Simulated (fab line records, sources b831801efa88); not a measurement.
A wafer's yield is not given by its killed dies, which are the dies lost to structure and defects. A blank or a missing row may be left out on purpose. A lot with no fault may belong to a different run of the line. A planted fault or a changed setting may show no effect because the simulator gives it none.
fab line records    flow gf180mcu
record lots=14  wafers=42  lastDay=34
route steps=602 shown DNWELL@37 SALICIDE@282 CONTACT@303 M1@332
lots that met no fault: taken from a fault-free run of the same line
startH: start of the lot's first displayed wafer, in hours after the record's first day    waitH: hours elapsed since this lot's preceding step    " unchanged from the row above    L1.1+2: a row that stands for several wafers    - no value, or no start was given    * or withheld: withheld    < > ~ a bound
route shown NAME@n: a module of which the file shows steps, and the number in the route of the first    usual: mean/standard deviation taken from wafers without a fault    same: alike in all rows    chamber/n: place in a boat    sites: per-site readings    _std_site: the standard deviation of these    _edge_site: the outer-site mean with the inner-site mean subtracted    radiusMm: how far each site lies from the wafer's centre    mask NAME#n: copy n    behind: tool/chamber where the wafer was last shaped    hold: why the lot went on hold/how many hours it stayed there/how the hold came to an end    device: whichever transistor did not switch (one of n, p or np)    end of line: at the end of the route, the tests of the same wafers    step lacking rows: just its recipe    killed: dies that structure and defects cost at the first sort, which is not the same as the wafer's yield    map: per-die view of a wafer (x killed, . not killed, _ where there is no die)
set.NAME: setting as actually run; set.NAME@STEP: the setting as run at that earlier step    model.NAME: the simulator's own value behind a step, which no gauge read
route steps across a sampled set of lots; one table per step, one row per wafer
services: the hour from which a tool's chamber was out of use, counted from the record's first day as startH (under 0 if before that day), plus the number of hours and why
## steps
# step GF_DNWELL_PEB_05
# recipe tempC=115  timeS=withheld
# usual chillPlateTempC=23.01/0.1  exhaustPa=44.9/0.9
lot.wafer  tool           chamber  startH  waitH  chillPlateTempC  exhaustPa
L813.1     lithoTrack-03  0        42      -      23.08            45.5
L813.3     "              0        "       "      23.03            44.5
L813.4     "              0        "       "      23.19            44.6
L814.2     lithoTrack-01  0        48      -      23.13            44.8
L814.4     "              0        "       "      23.06            45.1
L814.6     "              0        "       "      23.02            45.5
L815.2     lithoTrack-01  0        52      -      23.16            44.5
L815.4     "              0        "       "      22.94            44.9
L815.6     "              0        "       "      22.99            45.7
L816.2     lithoTrack-04  0        58      -      23.07            45.6
L816.3     "              0        "       "      23.05            45.1
L816.6     "              0        "       "      23.08            45.9
L817.1     lithoTrack-01  0        63      -      23.06            44.9
L817.2     "              0        "       "      22.91            44.4
L817.4     "              0        "       "      23.02            45.3
L821.3     lithoTrack-03  -        86      -      -                -
L821.4     "              -        "       "      -                -
L821.5     "              -        "       "      -                -
L822.3     lithoTrack-01  -        91      -      -                -
L822.4     "              -        "       "      -                -
L822.6     "              -        "       "      -                -
L827.3     lithoTrack-01  0        114     -      22.87            45.8
L827.5     "              0        "       "      22.83            45.1
L827.6     "              0        "       "      22.84            44.2
L828.2     lithoTrack-04  0        126     -      23.17            45.6
L828.5     "              0        "       "      23.12            45.3
L828.6     "              0        "       "      22.97            45.4
L829.1     lithoTrack-04  0        129     -      23.10            43.6
L829.2     "              0        "       "      23.14            45.3
L829.6     "              0        "       "      23.06            45.2
L831.1     lithoTrack-03  0        139     -      22.91            45.6
L831.2     "              0        "       "      22.87            46.2
L831.4     "              0        "       "      22.95            44.8
L833.1     lithoTrack-01  0        148     -      22.98            45.0
L833.2     "              0        "       "      22.92            44.5
L833.4     "              0        "       "      22.99            44.1
L834.2     lithoTrack-04  0        154     -      22.93            44.5
L834.5     "              0        "       "      22.85            46.2
L834.6     "              0        "       "      22.88            45.7
L835.1     lithoTrack-04  0        159     -      22.93            43.2
L835.4     "              0        "       "      22.95            43.7
L835.6     "              0        "       "      22.95            43.1
# step GF_SALICIDE_RS_MEAS_04
# recipe thkMeasGauge=four-point-probe  reads=TiN_of_SALICIDE_SPUTTER_03+Co_of_SALICIDE_SPUTTER_02
# usual SALICIDE_TIN_RS=16.4/0.3
lot.wafer  tool          chamber  startH  waitH  SALICIDE_TIN_RS[ohm/sq]
L813.1     filmMetro-03  -        339.03  0.0    16.1
L813.3     "             -        "       "      16.5
L813.4     "             -        "       "      16.4
L814.2     filmMetro-03  -        349.01  0.1    16.6
L814.4     "             -        "       "      16.7
L814.6     "             -        "       "      16.7
L815.2     filmMetro-03  -        364.94  0.0    16.9
L815.4     "             -        "       "      16.5
L815.6     "             -        "       "      16.6
L816.2     filmMetro-03  -        374.96  0.0    16.6
L816.3     "             -        "       "      16.4
L816.6     "             -        "       "      16.8
L817.1     filmMetro-02  -        383.59  0.0    16.8
L817.2     "             -        "       "      16.7
L817.4     "             -        "       "      16.9
L821.3     filmMetro-03  -        420.36  0.1    16.5
L821.4     "             -        "       "      16.1
L821.5     "             -        "       "      16.6
L822.3     filmMetro-03  -        427.38  0.1    16.7
L822.4     "             -        "       "      16.8
L822.6     "             -        "       "      16.8
L827.3     filmMetro-03  -        465.55  0.1    16.1
L827.5     "             -        "       "      15.9
L827.6     "             -        "       "      16.1
L828.2     filmMetro-03  -        481.09  0.0    16.2
L828.5     "             -        "       "      16.2
L828.6     "             -        "       "      16.2
L829.1     filmMetro-03  -        487.91  0.0    16.0
L829.2     "             -        "       "      16.4
L829.6     "             -        "       "      16.7
L831.1     filmMetro-01  -        502.21  0.0    16.5
L831.2     "             -        "       "      16.4
L831.4     "             -        "       "      16.6
L833.1     filmMetro-01  -        513.80  0.0    17.1
L833.2     "             -        "       "      16.9
L833.4     "             -        "       "      17.0
L834.2     filmMetro-02  -        519.40  0.0    16.7
L834.5     "             -        "       "      16.6
L834.6     "             -        "       "      16.7
L835.1     filmMetro-01  -        528.25  0.0    16.4
L835.4     "             -        "       "      16.5
L835.6     "             -        "       "      16.2
# step GF_CONTACT_ETCH_16
# recipe chemistry=N2/H2  targetDepthA=withheld  overetchA=withheld  timeS=withheld  target=BARC  ionEnergyEv=200  sourceW=500  biasW=100  pressureMtorr=30  n2FlowSccm=100  h2FlowSccm=200
# usual chamberPressureMTorr=30.001/0.028  drypumpMotorCurrentA=5.8/0.38  h2FlowSccm=199.9/0.55  oesProductAu=0.854/0.0045  rfFwdPowerW=495.4/1.8  throttleValvePct=13.224/0.0082
lot.wafer  tool        chamber  startH  waitH  chamberPressureMTorr  drypumpMotorCurrentA  h2FlowSccm  oesProductAu  rfFwdPowerW  throttleValvePct
L813.1     rieDiel-03  3        362.52  0.0    29.967                5.7                   199.6       0.857         498.3        13.220
L813.3     "           1        "       "      29.993                6.1                   199.9       0.857         495.6        13.216
L813.4     "           0        "       "      30.008                5.1                   199.9       0.850         496.8        13.242
L814.2     rieDiel-02  1        372.20  0.0    30.003                5.8                   199.6       0.857         498.6        13.223
L814.4     "           2        "       "      29.993                5.9                   199.5       0.855         493.7        13.217
L814.6     "           0        "       "      30.006                5.5                   200.4       0.864         496.8        13.219
L815.2     rieDiel-04  0        388.67  0.0    29.996                5.9                   199.7       0.856         496.2        13.223
L815.4     "           1        "       "      30.006                5.5                   199.4       0.857         493.7        13.219
L815.6     "           0        "       "      29.962                5.9                   200.3       0.845         494.8        13.234
L816.2     rieDiel-03  1        399.67  0.0    29.994                6.1                   199.6       0.852         495.2        13.230
L816.3     "           0        "       "      30.018                5.1                   200.4       0.851         496.9        13.221
L816.6     "           1        "       "      30.001                6.1                   199.9       0.856         494.2        13.231
L817.1     rieDiel-02  3        407.57  0.0    30.019                6.1                   199.8       0.856         496.8        13.220
L817.2     "           0        "       "      29.968                5.5                   200.5       0.856         497.3        13.218
L817.4     "           1        "       "      30.020                5.7                   199.9       0.855         495.3        13.229
L821.3     rieDiel-04  3        445.22  0.0    30.018                5.7                   201.3       0.856         492.2        13.229
L821.4     "           0        "       "      29.999                5.9                   199.7       0.846         493.9        13.220
L821.5     "           2        "       "      30.038                6.0                   200.1       0.860         496.2        13.229
L822.3     rieDiel-03  3        451.97  0.0    29.959                5.7                   200.3       0.858         494.0        13.212
L822.4     "           0        "       "      30.067                5.1                   200.1       0.849         501.4        13.218
L822.6     "           2        "       "      29.966                6.6                   200.7       0.855         492.7        13.230
L827.3     rieDiel-03  1        491.22  0.0    30.007                6.1                   200.6       0.850         493.5        13.230
L827.5     "           3        "       "      29.994                5.7                   200.2       0.855         497.1        13.229
L827.6     "           0        "       "      30.016                5.1                   199.9       0.856         497.3        13.221
L828.2     rieDiel-04  0        505.62  0.0    29.999                5.9                   199.2       0.856         495.6        13.239
L828.5     "           0        "       "      30.037                5.9                   199.7       0.853         493.1        13.222
L828.6     "           1        "       "      30.018                5.6                   198.8       0.857         492.6        13.227
L829.1     rieDiel-03  0        513.47  0.0    29.991                5.1                   199.7       0.847         497.7        13.228
L829.2     "           3        "       "      30.046                5.7                   199.4       0.846         493.1        13.221
L829.6     "           3        "       "      29.958                5.7                   199.4       0.856         494.8        13.235
L831.1     rieDiel-02  1        527.16  0.0    29.969                5.8                   199.8       0.846         496.8        13.221
L831.2     "           3        "       "      30.005                6.0                   201.0       0.857         498.4        13.218
L831.4     "           2        "       "      29.985                5.9                   199.3       0.857         494.4        13.232
L833.1     rieDiel-04  2        538.62  0.0    29.963                6.0                   199.4       0.862         495.3        13.205
L833.2     "           1        "       "      29.991                5.5                   200.5       0.858         496.2        13.234
L833.4     "           0        "       "      30.035                5.9                   200.0       0.854         495.5        13.220
L834.2     rieDiel-03  1        543.76  0.0    29.985                6.1                   199.7       0.857         495.5        13.243
L834.5     "           3        "       "      29.998                5.7                   201.5       0.848         495.6        13.225
L834.6     "           2        "       "      29.986                6.6                   200.1       0.854         495.8        13.229
L835.1     rieDiel-02  3        552.26  0.0    29.961                6.0                   199.9       0.854         492.9        13.225
L835.4     "           2        "       "      30.029                5.9                   199.9       0.856         495.5        13.236
L835.6     "           0        "       "      30.011                5.5                   199.8       0.847         497.7        13.230
# step GF_M1_STRIP_17
# recipe chemistry=O2/N2  powerW=1400  pressureMtorr=1500  platenTempC=250  o2FlowSccm=3000  n2FlowSccm=300  overashFraction=0.5
# usual chamberPressureMTorr=1500.0/1.3  drypumpMotorCurrentA=5.6/0.52  heaterPowerW=322/26  oesProductAu=0.538/0.005  stripTimeToEndpointS=7.39/0.055
lot.wafer  tool            chamber  startH  waitH  chamberPressureMTorr  drypumpMotorCurrentA  heaterPowerW  oesProductAu  rfHoursCounterH  stripTimeToEndpointS
L813.1     plasmaAsher-03  0        386.75  0.1    1500.6                5.2                   328           0.534         26               7.37
L813.3     "               0        "       "      1499.3                5.2                   322           0.542         -                7.39
L813.4     "               1        "       "      1499.6                5.6                   292           0.534         -                7.38
L814.2     plasmaAsher-03  0        397.33  0.2    1504.2                5.2                   330           0.541         27               7.41
L814.4     "               0        "       "      1501.3                5.2                   329           0.532         -                7.35
L814.6     "               1        "       "      1500.1                5.6                   287           0.544         -                7.40
L815.2     plasmaAsher-02  1        413.33  0.1    1499.8                5.4                   372           0.547         78               7.52
L815.4     "               1        "       "      1501.5                5.4                   357           0.541         -                7.49
L815.6     "               1        "       "      1504.0                5.5                   360           0.529         -                7.31
L816.2     plasmaAsher-03  1        424.21  0.2    1500.0                5.6                   288           0.538         29               7.37
L816.3     "               1        "       "      1501.0                5.6                   294           0.536         -                7.39
L816.6     "               1        "       "      1498.3                5.6                   290           0.533         -                7.33
L817.1     plasmaAsher-01  1        432.86  0.2    1499.3                6.0                   309           0.542         63               7.40
L817.2     "               0        "       "      1499.5                6.3                   344           0.533         63               7.37
L817.4     "               1        "       "      1498.6                6.0                   318           0.529         -                7.36
L821.3     plasmaAsher-01  1        471.13  0.1    1499.2                6.1                   324           0.534         -                7.39
L821.4     "               0        "       "      1499.0                6.3                   346           0.537         -                7.37
L821.5     "               1        "       "      1499.4                6.1                   311           0.533         -                7.36
L822.3     plasmaAsher-02  1        477.66  0.1    1499.4                5.5                   370           0.530         -                7.38
L822.4     "               0        "       "      1497.9                4.7                   292           0.539         -                7.41
L822.6     "               0        "       "      1500.3                4.7                   294           0.532         -                7.35
L827.3     plasmaAsher-01  0        517.21  0.1    1501.7                6.3                   341           0.535         -                7.42
L827.5     "               0        "       "      1501.5                6.3                   345           0.535         -                7.38
L827.6     "               1        "       "      1502.3                6.0                   315           0.537         -                7.38
L828.2     plasmaAsher-02  1        529.93  0.1    1501.9                5.5                   363           0.535         90               7.35
L828.5     "               1        "       "      1502.0                5.5                   367           0.540         -                7.36
L828.6     "               0        "       "      1501.3                4.7                   288           0.540         -                7.52
L829.1     plasmaAsher-01  1        539.10  0.1    1501.7                6.0                   318           0.541         74               7.44
L829.2     "               0        "       "      1497.3                6.3                   352           0.533         74               7.44
L829.6     "               0        "       "      1500.1                6.3                   342           0.540         -                7.43
L831.1     plasmaAsher-01  1        572.97  0.1    1499.3                6.1                   321           0.533         78               7.31
L831.2     "               0        "       "      1500.6                6.3                   338           0.542         78               7.48
L831.4     "               0        "       "      1499.6                6.3                   354           0.525         -                7.28
L833.1     plasmaAsher-03  0        573.28  0.1    1499.5                5.2                   323           0.537         46               7.37
L833.2     "               1        "       "      1501.5                5.6                   297           0.537         46               7.38
L833.4     "               0        "       "      1500.7                5.2                   340           0.540         -                7.35
L834.2     plasmaAsher-01  0        573.67  0.1    1499.9                6.3                   359           0.541         78               7.51
L834.5     "               1        "       "      1500.9                6.1                   311           0.536         -                7.34
L834.6     "               0        "       "      1500.9                6.3                   353           0.543         -                7.54
L835.1     plasmaAsher-03  1        575.48  0.1    1500.2                5.7                   295           0.537         46               7.34
L835.4     "               0        "       "      1498.5                5.2                   320           0.536         -                7.40
L835.6     "               0        "       "      1499.8                5.2                   328           0.537         -                7.37
## services
tool            chamber  startH  hours  kind
rieDiel-02      3        33.87   12.4   repair
plasmaAsher-01  -        43.17   3.2    repair
rieDiel-02      0        45.54   5.0    repair
plasmaAsher-01  -        57.77   28.1   pm
plasmaAsher-03  -        108.75  9.0    pm
plasmaAsher-03  -        120.32  7.0    pm
rieDiel-03      3        120.88  6.9    repair
rieDiel-04      -        187.67  1.4    repair
rieDiel-03      2        200.17  1.8    repair
rieDiel-02      -        212.06  2.8    pm
rieDiel-03      1        281.25  15.9   repair
rieDiel-04      -        289.87  2.8    pm
rieDiel-02      3        293.19  4.2    repair
plasmaAsher-03  -        301.62  14.6   pm
rieDiel-04      1        308.27  8.8    repair
rieDiel-02      3        311.10  3.2    repair
rieDiel-03      -        318.95  3.6    repair
rieDiel-03      2        347.63  5.0    repair
rieDiel-03      3        364.68  4.9    repair
rieDiel-03      -        368.70  2.8    pm
rieDiel-03      -        371.45  28.1   pm
plasmaAsher-03  -        413.87  2.8    pm
rieDiel-03      1        503.70  2.5    repair
plasmaAsher-01  -        565.52  2.8    pm
## key
firstSign step=GF_DNWELL_PEB_05  reading=toolRecord  direction=missing
effect none on later readings
metAt GF_DNWELL_PEB_05
struckLots L821,L822
sortLeftOut L821.3,L821.4,L821.5,L822.3,L822.4,L822.6
testerLeftOut L821,L822
notActingAt GF_SALICIDE_RS_MEAS_04,GF_CONTACT_ETCH_16,GF_M1_STRIP_17
onsetBetween 63 86
fault kind=skippedStepWhole  tool=lithoTrack-01,lithoTrack-03  chamber=-  onsetH=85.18  steps=GF_DNWELL_PEB_05  scope=struckLotsOnly
# testerLeftOut: of these lots the tester's yield and bins aren't shown, on N5 and GAA mostly nor the transistor test; their killed dies are dies lost to structure and defects alone, not to doping, threshold or leakage, so they don't give the yield
# sortLeftOut: the simulated sort isn't trusted on such a fault, so these wafers' sort isn't shown, and their yield isn't known
